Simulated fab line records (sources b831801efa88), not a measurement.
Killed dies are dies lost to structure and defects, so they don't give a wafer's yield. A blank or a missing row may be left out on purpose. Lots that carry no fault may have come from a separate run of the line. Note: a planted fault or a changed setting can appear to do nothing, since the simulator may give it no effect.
Matching of chambers | flow gf180mcu | GF_STI_CMP_25 on cmp-02 has 4 sister chambers
The step polishes, stops on Si3N4, t overpolish 33 s, target thk 524.6 nm. 4 wafers are shown with their chamber, then 9 later ones without.

WAFERS PAIRED WITH THEIR CHAMBERS
wafer  | chamber | motor-current-A (A)
L270.5 | 2       | 12.5
L271.1 | 3       | 13.0
L271.2 | 1       | 11.5
L271.6 | 0       | 11.8

WAFERS WITHOUT THEIR CHAMBER
wafer  | motor-current-A (A)
L273.2 | 11.2
L273.5 | 13.5
L273.6 | 11.9
L275.1 | 11.3
L275.3 | 11.9
L275.4 | 11.8
L276.1 | 11.3
L276.4 | 13.6
L276.5 | 12.3

CHAMBER TAKEN BY EACH
wafer  | from the rows above               | in truth
L273.2 | can't be placed: 1 or 0           | 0
L273.5 | can't be placed: 3 or 2           | 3
L273.6 | can't be placed: 0 or 1 or 2      | 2
L275.1 | can't be placed: 1 or 0           | 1
L275.3 | can't be placed: 0 or 1 or 2      | 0
L275.4 | can't be placed: 0 or 1           | 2
L276.1 | can't be placed: 1 or 0           | 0
L276.4 | can't be placed: 3 or 2           | 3
L276.5 | can't be placed: 2 or 0 or 3 or 1 | 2
0 of 9 placed correctly. From these rows, 9 cannot be placed; in 8 the true chamber is one of the candidates. 0 placed wrongly.
How it was worked out, from the rows above alone: a wafer's distance from a chamber is the root of the sum, over the readings, of the square of ((its reading less the chamber's mean) divided by the reading's scatter). If the next closest chamber is less than 2 further off than the closest, the wafer can't be placed; otherwise it belongs to the closest. Each chamber's mean is taken over the wafers shown for it. The scatter (one wafer shown for each chamber): square how far every hidden wafer sits from the nearest shown wafer, average those squares and take the square root.
